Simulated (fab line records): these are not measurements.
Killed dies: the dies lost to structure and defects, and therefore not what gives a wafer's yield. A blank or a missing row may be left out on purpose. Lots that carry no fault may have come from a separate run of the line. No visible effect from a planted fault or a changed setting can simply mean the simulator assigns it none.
Tool commonality check || flow gf180mcu || 33 wafers sampled across 11 lots

## WHY IT WAS OPENED
Of 11 lots, 2 have the reading HV_LDD_3_TW flagged at GF_HV_LDD_TW_MEAS_38. Fault-free wafers read 1447, with a standard deviation of 6.7.
Rule: a lot is flagged in two cases, either no wafer of it has a number, or all its wafers with numbers fall more than 4 standard deviations from that mean. All remaining lots are regarded as sound.

{"lot": "L109", "measured": "day 11 15:49", "on": "film_metro-04", "HV_LDD_3_TW, wafer by wafer": "1447 1442 1446", "flag": ""}
{"lot": "L110", "measured": "day 11 20:16", "on": "film_metro-03", "HV_LDD_3_TW, wafer by wafer": "1444 1440 1439", "flag": ""}
{"lot": "L113", "measured": "day 12 20:02", "on": "film_metro-04", "HV_LDD_3_TW, wafer by wafer": "1440 1453 1442", "flag": ""}
{"lot": "L114", "measured": "day 13 04:50", "on": "film_metro-04", "HV_LDD_3_TW, wafer by wafer": "1456 1462 1456", "flag": ""}
{"lot": "L115", "measured": "day 13 12:19", "on": "film_metro-03", "HV_LDD_3_TW, wafer by wafer": "1443 1449 1453", "flag": ""}
{"lot": "L121", "measured": "day 15 08:34", "on": "film_metro-04", "HV_LDD_3_TW, wafer by wafer": "1447 1447 1448", "flag": ""}
{"lot": "L122", "measured": "day 15 17:20", "on": "film_metro-01", "HV_LDD_3_TW, wafer by wafer": "1440 1455 1444", "flag": ""}
{"lot": "L127", "measured": "day 17 15:53", "on": "film_metro-04", "HV_LDD_3_TW, wafer by wafer": "1451 1450 1445", "flag": ""}
{"lot": "L130", "measured": "day 18 10:49", "on": "film_metro-01", "HV_LDD_3_TW, wafer by wafer": "1411 1411 1414", "flag": "FLAGGED"}
{"lot": "L131", "measured": "day 18 21:17", "on": "film_metro-03", "HV_LDD_3_TW, wafer by wafer": "1407 1400 1404", "flag": "FLAGGED"}
{"lot": "L132", "measured": "day 19 07:28", "on": "film_metro-03", "HV_LDD_3_TW, wafer by wafer": "1443 1444 1450", "flag": ""}
The mean of the flagged lots' numbers is 1408, -39 from the usual (-6 standard deviations).

## WHICH TOOL RAN EACH LOT
3 process steps preceding the reading are held in the record, out of 602 steps in the route. Each cell gives the tool, then ch followed by the chambers the sampled wafers passed through, then the start.
{"lot": "L109", "flag": "", "GF_VT_IMPLANT_RTA_45": "rtp_anneal-01 ch 0, day 7 14:50", "GF_POLY_GATE_ETCH_12": "rie_diel-01 ch 2,3, day 9 05:48", "GF_HV_LDD_IMPLANT_35": "implanter-02 ch 0, day 11 15:25"}
{"lot": "L110", "flag": "", "GF_VT_IMPLANT_RTA_45": "rtp_anneal-01 ch 0, day 7 19:01", "GF_POLY_GATE_ETCH_12": "rie_diel-02 ch 0,3, day 9 10:46", "GF_HV_LDD_IMPLANT_35": "implanter-01 ch 0, day 11 19:52"}
{"lot": "L113", "flag": "", "GF_VT_IMPLANT_RTA_45": "rtp_anneal-01 ch 0, day 8 15:11", "GF_POLY_GATE_ETCH_12": "rie_diel-03 ch 0,2, day 10 07:44", "GF_HV_LDD_IMPLANT_35": "implanter-03 ch 0, day 12 19:39"}
{"lot": "L114", "flag": "", "GF_VT_IMPLANT_RTA_45": "rtp_anneal-02 ch 0, day 8 21:33", "GF_POLY_GATE_ETCH_12": "rie_diel-02 ch 1,2, day 10 15:44", "GF_HV_LDD_IMPLANT_35": "implanter-01 ch 0, day 13 04:27"}
{"lot": "L115", "flag": "", "GF_VT_IMPLANT_RTA_45": "rtp_anneal-01 ch 0, day 9 05:34", "GF_POLY_GATE_ETCH_12": "rie_diel-01 ch 0, day 10 23:14", "GF_HV_LDD_IMPLANT_35": "implanter-03 ch 0, day 13 11:55"}
{"lot": "L121", "flag": "", "GF_VT_IMPLANT_RTA_45": "rtp_anneal-02 ch 0, day 10 20:38", "GF_POLY_GATE_ETCH_12": "rie_diel-01 ch 2,3, day 12 16:32", "GF_HV_LDD_IMPLANT_35": "implanter-03 ch 0, day 15 08:11"}
{"lot": "L122", "flag": "", "GF_VT_IMPLANT_RTA_45": "rtp_anneal-01 ch 0, day 11 03:29", "GF_POLY_GATE_ETCH_12": "rie_diel-03 ch 0,3, day 12 23:14", "GF_HV_LDD_IMPLANT_35": "implanter-01 ch 0, day 15 16:56"}
{"lot": "L127", "flag": "", "GF_VT_IMPLANT_RTA_45": "rtp_anneal-02 ch 0, day 12 19:53", "GF_POLY_GATE_ETCH_12": "rie_diel-01 ch 1,2,3, day 14 18:52", "GF_HV_LDD_IMPLANT_35": "implanter-01 ch 0, day 17 15:29"}
{"lot": "L130", "flag": "FLAGGED", "GF_VT_IMPLANT_RTA_45": "rtp_anneal-01 ch 0, day 13 13:07", "GF_POLY_GATE_ETCH_12": "rie_diel-03 ch 1,2,3, day 15 12:31", "GF_HV_LDD_IMPLANT_35": "implanter-03 ch 0, day 18 10:25"}
{"lot": "L131", "flag": "FLAGGED", "GF_VT_IMPLANT_RTA_45": "rtp_anneal-01 ch 0, day 13 19:50", "GF_POLY_GATE_ETCH_12": "rie_diel-02 ch 1,2,3, day 15 21:31", "GF_HV_LDD_IMPLANT_35": "implanter-03 ch 0, day 18 20:53"}
{"lot": "L132", "flag": "", "GF_VT_IMPLANT_RTA_45": "rtp_anneal-02 ch 0, day 14 05:14", "GF_POLY_GATE_ETCH_12": "rie_diel-03 ch 0,1,3, day 16 05:56", "GF_HV_LDD_IMPLANT_35": "implanter-02 ch 0, day 19 07:05"}
What the steps here do:
- GF_VT_IMPLANT_RTA_45: time 30 s.
- GF_POLY_GATE_ETCH_12: etches BARC in N2/H2.
- GF_HV_LDD_IMPLANT_35
- GF_HV_LDD_TW_MEAS_38

## FLAGGED OVER TOTAL, TOOL BY TOOL (the gauges that took the reading come last)
{"step": "GF_VT_IMPLANT_RTA_45", "tool": "rtp_anneal-01", "lots run": 7, "flagged": 2, "share of the flagged lots": "all", "sound lots run after its first flagged lot": 0}
{"step": "GF_VT_IMPLANT_RTA_45", "tool": "rtp_anneal-02", "lots run": 4, "flagged": 0, "share of the flagged lots": "none", "sound lots run after its first flagged lot": "-"}
{"step": "GF_POLY_GATE_ETCH_12", "tool": "rie_diel-01", "lots run": 4, "flagged": 0, "share of the flagged lots": "none", "sound lots run after its first flagged lot": "-"}
{"step": "GF_POLY_GATE_ETCH_12", "tool": "rie_diel-02", "lots run": 3, "flagged": 1, "share of the flagged lots": "some", "sound lots run after its first flagged lot": 0}
{"step": "GF_POLY_GATE_ETCH_12", "tool": "rie_diel-03", "lots run": 4, "flagged": 1, "share of the flagged lots": "some", "sound lots run after its first flagged lot": "1 (L132)"}
{"step": "GF_HV_LDD_IMPLANT_35", "tool": "implanter-01", "lots run": 4, "flagged": 0, "share of the flagged lots": "none", "sound lots run after its first flagged lot": "-"}
{"step": "GF_HV_LDD_IMPLANT_35", "tool": "implanter-02", "lots run": 2, "flagged": 0, "share of the flagged lots": "none", "sound lots run after its first flagged lot": "-"}
{"step": "GF_HV_LDD_IMPLANT_35", "tool": "implanter-03", "lots run": 5, "flagged": 2, "share of the flagged lots": "all", "sound lots run after its first flagged lot": 0}
{"step": "GF_HV_LDD_TW_MEAS_38", "tool": "film_metro-01", "lots run": 2, "flagged": 1, "share of the flagged lots": "some", "sound lots run after its first flagged lot": 0}
{"step": "GF_HV_LDD_TW_MEAS_38", "tool": "film_metro-03", "lots run": 4, "flagged": 1, "share of the flagged lots": "some", "sound lots run after its first flagged lot": "1 (L132)"}
{"step": "GF_HV_LDD_TW_MEAS_38", "tool": "film_metro-04", "lots run": 5, "flagged": 0, "share of the flagged lots": "none", "sound lots run after its first flagged lot": "-"}

## WHAT IS ALLOWED BY THE TABLE
In 2 table rows, all flagged lots were run: rtp_anneal-01 (GF_VT_IMPLANT_RTA_45), implanter-03 (GF_HV_LDD_IMPLANT_35).
- rtp_anneal-01 at GF_VT_IMPLANT_RTA_45: 2 of its 7 lots flagged. A fault beginning between L122 (day 11 03:29), its last sound lot, and L130 (day 13 13:07), its first flagged one, fits the data.
- implanter-03 at GF_HV_LDD_IMPLANT_35: 2 of its 5 lots flagged. A fault beginning between L121 (day 15 08:11), its last sound lot, and L130 (day 18 10:25), its first flagged one, fits the data. Its own readings (dose_ions_cm2, faraday_current_uA) fall more than 4 standard deviations out on all wafers of the flagged lots.
A lot count leaves these 2 tools indistinguishable: every one of them fits a fault beginning at some hour. More lots, or a look at what each step does to the wafer, might.

## WHAT WAS PUT IN BY THE SIMULATOR
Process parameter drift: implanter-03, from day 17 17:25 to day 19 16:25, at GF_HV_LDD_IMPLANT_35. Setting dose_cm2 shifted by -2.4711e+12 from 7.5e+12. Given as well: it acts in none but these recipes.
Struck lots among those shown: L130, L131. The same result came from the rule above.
